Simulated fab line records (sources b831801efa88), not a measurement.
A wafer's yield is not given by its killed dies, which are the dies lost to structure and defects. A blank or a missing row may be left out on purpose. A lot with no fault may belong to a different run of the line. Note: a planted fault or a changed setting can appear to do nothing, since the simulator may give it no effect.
Which tool was responsible? | flow sky130 | at 1 step of a route of 708, 12 lots with 36 wafers sampled

WHAT THE GAUGES SHOWED, per wafer
SKY_VIA1_OVL_MEAS_13.
lot  | measured     | on         | VIA1_OVL (nm)
L075 | day 34 11:46 | overlay-02 | 0 3 1
L077 | day 34 20:46 | overlay-02 | 12 5 5
L079 | day 35 16:13 | overlay-01 | 7 3 10
L081 | day 36 06:33 | overlay-01 | -1 -1 1
L083 | day 37 06:10 | overlay-01 | -2 2 5
L085 | day 38 02:48 | overlay-02 | -6 -7 -8
L087 | day 38 08:58 | overlay-01 | -8 -9 -5
L089 | day 38 21:39 | overlay-01 | 0 3 3
L091 | day 39 19:23 | overlay-02 | 3 4 -2
L093 | day 40 00:22 | overlay-02 | 0 10 13
L095 | day 40 13:01 | overlay-01 | 9 7 1
L097 | day 41 07:58 | overlay-01 | 2 7 8

TOOL THAT RAN EACH LOT (tool first, then ch and the chambers of the sampled wafers, then the start)
There is no process step in the record ahead of these readings.

THE ANSWER, worked out from the rows above alone
Rule: usual is defined by the lots themselves. Put in order of their means at a reading, lots are off if they are a third of the lots or fewer, leave a main group of 4 or more, and stand apart from it by a gap of 3 or more times the standard deviation of the main group's means; of several such gaps the widest counts. A main group is skipped when, at the precision printed for the reading in the tables above, its means are all equal. Also off: a lot with no number at a reading for which 4 or more lots have one. Where the step has rows for the other lots, those lots are counted as sound.
None of the lots is off at any reading shown; this tells nothing.

WHAT THE SIMULATOR HAD PUT IN
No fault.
